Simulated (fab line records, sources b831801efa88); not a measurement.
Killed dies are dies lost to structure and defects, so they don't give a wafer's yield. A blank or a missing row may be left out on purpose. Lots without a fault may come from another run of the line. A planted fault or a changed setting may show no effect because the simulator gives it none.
fab line records | flow sky130 | part 2 of 2: steps 27 to 37 of 37
record lots=5 wafers=15 last_day=50
route steps=708 shown RES_PROTECT@209 POLY_GATE@213 LDD_N@237
lots that met no fault: from a run of the same line without faults
start_h: hours from the record's first day to the start of the lot's first wafer shown | wait_h: hours since the lot's step before | " the same as in the row above | L1.1+2: a row that stands for several wafers | - no value, or no start given | * or withheld: withheld | < > ~ a bound
route shown NAME@n: a module of which the file shows steps, and the number in the route of the first | usual: mean/standard deviation of fault-free wafers | same: alike in all rows | chamber/n: place in a boat | sites: the reading at each site | _std_site: their standard deviation | _edge_site: outer sites' mean less inner sites' | radius_mm: how far each site lies from the wafer's centre | mask NAME#n: copy n | behind: the tool/chamber that last shaped the wafer | hold: why the lot was held/for how many hours/how that ended | device: the transistor (n, p or np) that didn't switch | end of line: the same wafers' tests at the end of the route | a step without rows: its recipe alone | killed: dies lost to structure and defects at the first sort, not the wafer's yield | map: a wafer's dies, x killed, . not, _ none there
set.NAME: the setting as run; set.NAME@STEP: as run at that earlier step | model.NAME: the simulator's own value behind a step, which no gauge read
lots at some steps of the route; a table a step, a row a wafer
services: from which hour (start_h, from the record's first day; less than 0 if before it) a tool's chamber was out of use, for how many hours, and why
## steps
# step SKY_POLY_GATE_THK_MEAS_21
# recipe reads=SiO2_of_POLY_GATE_OXIDATION_20
# usual POLY_GATE_OXIDATION_THK=3.96/0.082
# columns lot.wafer tool chamber start_h wait_h POLY_GATE_OXIDATION_THK[nm]
L088.4 film_metro-01 - 515.84 0.0 3.91
L088.5 " - " " 3.96
L088.6 " - " " 3.94
L087.3 film_metro-04 - 519.83 0.0 3.92
L087.5 " - " " 3.96
L087.6 " - " " 3.95
L090.2 film_metro-02 - 530.22 0.0 3.91
L090.4 " - " " 4.02
L090.6 " - " " 3.94
L091.3 film_metro-04 - 542.92 0.0 3.86
L091.5 " - " " 3.83
L091.6 " - " " 3.87
L097.3 film_metro-02 - 579.68 0.0 3.95
L097.4 " - " " 3.96
L097.5 " - " " 3.93
# step SKY_POLY_GATE_CD_MEAS_22
# usual cd_nm=150/3.2
# columns lot.wafer tool chamber start_h wait_h cd_nm
L088.4 cd_sem-01 - 515.95 0.1 149
L088.5 " - " " 144
L088.6 " - " " 152
L087.3 cd_sem-01 - 519.93 0.1 150
L087.5 " - " " 145
L087.6 " - " " 149
L090.2 cd_sem-02 - 530.29 0.1 147
L090.4 " - " " 152
L090.6 " - " " 150
L091.3 cd_sem-02 - 543.02 0.1 153
L091.5 " - " " 151
L091.6 " - " " 153
L097.3 cd_sem-02 - 579.78 0.1 151
L097.4 " - " " 149
L097.5 " - " " 149
# step SKY_LDD_N_DEHYDRATE_00
# recipe temp_c=200 time_s=60
# usual plate_temp_C=199.98/0.18
# columns lot.wafer tool chamber start_h wait_h plate_temp_C
L088.4 litho_track-04 0 530.87 14.9 199.89
L088.5 " 0 " " 199.97
L088.6 " 0 " " 200.12
L087.3 litho_track-04 0 535.35 15.4 200.10
L087.5 " 0 " " 199.97
L087.6 " 0 " " 200.15
L090.2 litho_track-01 0 544.33 14.0 200.03
L090.4 " 0 " " 200.11
L090.6 " 0 " " 200.05
L091.3 litho_track-02 0 557.59 14.5 200.11
L091.5 " 0 " " 199.91
L091.6 " 0 " " 200.37
L097.3 litho_track-04 0 594.65 14.8 199.91
L097.4 " 0 " " 200.01
L097.5 " 0 " " 199.97
# step SKY_LDD_N_HMDS_01
# recipe prime_time_s=60 prime_temp_c=120
# same prime_time_s=60
# columns lot.wafer tool chamber start_h wait_h
L088.4+5+6 litho_track-04 0 531.02 0.1
L087.3+5+6 litho_track-04 0 535.50 0.1
L090.2+4+6 litho_track-01 0 544.48 0.1
L091.3+5+6 litho_track-02 0 557.74 0.1
L097.3+4+5 litho_track-04 0 594.80 0.1
# step SKY_LDD_N_COAT_02
# recipe resist=NOVOLAK spin_rpm=3000 resist_thk_nm=300
# usual dispense_pressure_kPa=46.2/1.4
# columns lot.wafer tool chamber start_h wait_h dispense_pressure_kPa
L088.4 litho_track-04 0 531.17 0.1 46.3
L088.5 " 0 " " 46.3
L088.6 " 0 " " 46.3
L087.3 litho_track-04 0 535.65 0.1 46.3
L087.5 " 0 " " 46.3
L087.6 " 0 " " 46.3
L090.2 litho_track-01 0 544.63 0.1 48.0
L090.4 " 0 " " 48.0
L090.6 " 0 " " 48.0
L091.3 litho_track-02 0 557.89 0.1 44.6
L091.5 " 0 " " 44.6
L091.6 " 0 " " 44.6
L097.3 litho_track-04 0 594.95 0.1 46.3
L097.4 " 0 " " 46.3
L097.5 " 0 " " 46.3
# step SKY_LDD_N_SOFTBAKE_03
# recipe temp_c=90 time_s=60 resist=NOVOLAK
# usual plate_temp_C=90.03/0.14
# columns lot.wafer tool chamber start_h wait_h plate_temp_C
L088.4 litho_track-04 0 531.32 0.1 90.18
L088.5 " 0 " " 90.21
L088.6 " 0 " " 90.12
L087.3 litho_track-04 0 535.80 0.1 89.96
L087.5 " 0 " " 90.11
L087.6 " 0 " " 90.10
L090.2 litho_track-01 0 544.78 0.1 90.13
L090.4 " 0 " " 89.87
L090.6 " 0 " " 90.03
L091.3 litho_track-02 0 558.04 0.1 90.29
L091.5 " 0 " " 90.11
L091.6 " 0 " " 90.03
L097.3 litho_track-04 0 595.10 0.1 90.16
L097.4 " 0 " " 90.14
L097.5 " 0 " " 89.99
# step SKY_LDD_N_EXPOSE_04
# recipe mask_id=NTM target_cd_nm=840 na=0.6 source_shape=conventional sigma_outer=0.6 dose_mj=110
# usual stage_vel_mm_s=500.03/0.26
# columns lot.wafer tool chamber start_h wait_h mask stage_vel_mm_s
L088.4 iline_stepper-02 0 - - NTM#0 500.01
L088.5 " 0 " " NTM#0 500.00
L088.6 " 0 " " NTM#0 500.30
L087.3 iline_stepper-01 0 - - NTM#0 500.32
L087.5 " 0 " " NTM#0 500.03
L087.6 " 0 " " NTM#0 500.12
L090.2 iline_stepper-02 0 - - NTM#0 500.14
L090.4 " 0 " " NTM#0 499.72
L090.6 " 0 " " NTM#0 500.11
L091.3 iline_stepper-02 0 - - NTM#0 500.10
L091.5 " 0 " " NTM#0 499.90
L091.6 " 0 " " NTM#0 499.93
L097.3 iline_stepper-01 0 - - NTM#0 500.43
L097.4 " 0 " " NTM#0 500.05
L097.5 " 0 " " NTM#0 499.99
# step SKY_LDD_N_PEB_05
# recipe temp_c=withheld time_s=* resist=NOVOLAK
# columns lot.wafer tool chamber start_h wait_h
L088.4+5+6 litho_track-02 0 - -
L087.3+5+6 litho_track-02 0 - -
L090.2+4+6 litho_track-02 0 - -
L091.3+5+6 litho_track-04 0 - -
L097.3+4+5 litho_track-01 0 - -
# step SKY_LDD_N_DEVELOP_06
# recipe develop_time_s=60 dev_temp_c=23.6
# columns lot.wafer tool chamber start_h wait_h
L088.4+5+6 litho_track-02 0 545.67 0.1
L087.3+5+6 litho_track-02 0 549.89 0.1
L090.2+4+6 litho_track-02 0 559.22 0.1
L091.3+5+6 litho_track-04 0 573.00 0.1
L097.3+4+5 litho_track-01 0 609.01 0.1
# step SKY_LDD_N_OVL_MEAS_07
# usual LDD_N_OVL=-0.6/1.2
# columns lot.wafer tool chamber start_h wait_h LDD_N_OVL[nm]
L088.4 overlay-02 - 545.76 0.1 -0.2
L088.5 " - " " 1.0
L088.6 " - " " 2.4
L087.3 overlay-01 - 550.00 0.1 -2.1
L087.5 " - " " -2.0
L087.6 " - " " -1.8
L090.2 overlay-01 - 559.35 0.1 0.3
L090.4 " - " " -0.4
L090.6 " - " " -1.1
L091.3 overlay-02 - 573.11 0.1 0.8
L091.5 " - " " 1.1
L091.6 " - " " 1.2
L097.3 overlay-02 - 609.12 0.1 -1.6
L097.4 " - " " -1.8
L097.5 " - " " -1.5
# step SKY_LDD_N_IMPLANT_08
# recipe species=As energy_kev=20 dose_cm2=7.5e+13 tilt_deg=withheld rotation_deg=23
# usual faraday_current_uA=422/7.9 rotation_deg=23.000/0.024
# same implant_ion_amu=75
# columns lot.wafer tool chamber start_h wait_h faraday_current_uA rotation_deg
L088.4 implanter-02 0 545.85 0.1 427 22.996
L088.5 " 0 " " 435 23.053
L088.6 " 0 " " 413 22.994
L087.3 implanter-04 0 550.08 0.1 427 22.978
L087.5 " 0 " " 422 22.976
L087.6 " 0 " " 432 22.980
L090.2 implanter-04 0 559.40 0.0 416 22.983
L090.4 " 0 " " 424 22.974
L090.6 " 0 " " 415 22.985
L091.3 implanter-02 0 573.19 0.1 411 23.027
L091.5 " 0 " " 409 23.004
L091.6 " 0 " " 414 23.042
L097.3 implanter-04 0 609.19 0.1 423 22.991
L097.4 " 0 " " 419 22.995
L097.5 " 0 " " 426 23.001
## services
# columns tool chamber start_h hours kind
rie_diel-04 3 450.61 5.2 repair
implanter-04 - 452.21 5.4 repair
rie_diel-04 2 453.87 3.6 repair
plasma_asher-03 - 455.57 0.7 repair
iline_stepper-02 - 459.57 2.1 pm
rie_si-02 - 463.61 0.2 repair
iline_stepper-02 - 471.49 5.6 repair
krf_scanner-02 - 480.74 1.3 pm
plasma_asher-01 - 481.46 3.8 repair
implanter-03 - 486.54 1.1 repair
furnace-02 - 493.29 3.0 pm
rie_si-02 - 495.83 0.8 repair
rie_diel-04 0 497.30 9.4 repair
implanter-04 - 497.84 0.8 repair
implanter-04 - 511.71 2.0 repair
iline_stepper-01 - 512.78 1.7 pm
implanter-03 - 517.99 2.2 repair
rie_diel-04 - 518.50 5.4 repair
implanter-04 - 521.40 4.9 repair
krf_scanner-02 - 528.86 0.8 pm
krf_scanner-02 - 537.14 1.0 pm
furnace-02 - 541.57 2.8 pm
rie_diel-04 0 541.78 2.0 repair
lpcvd-02 - 574.92 0.8 repair
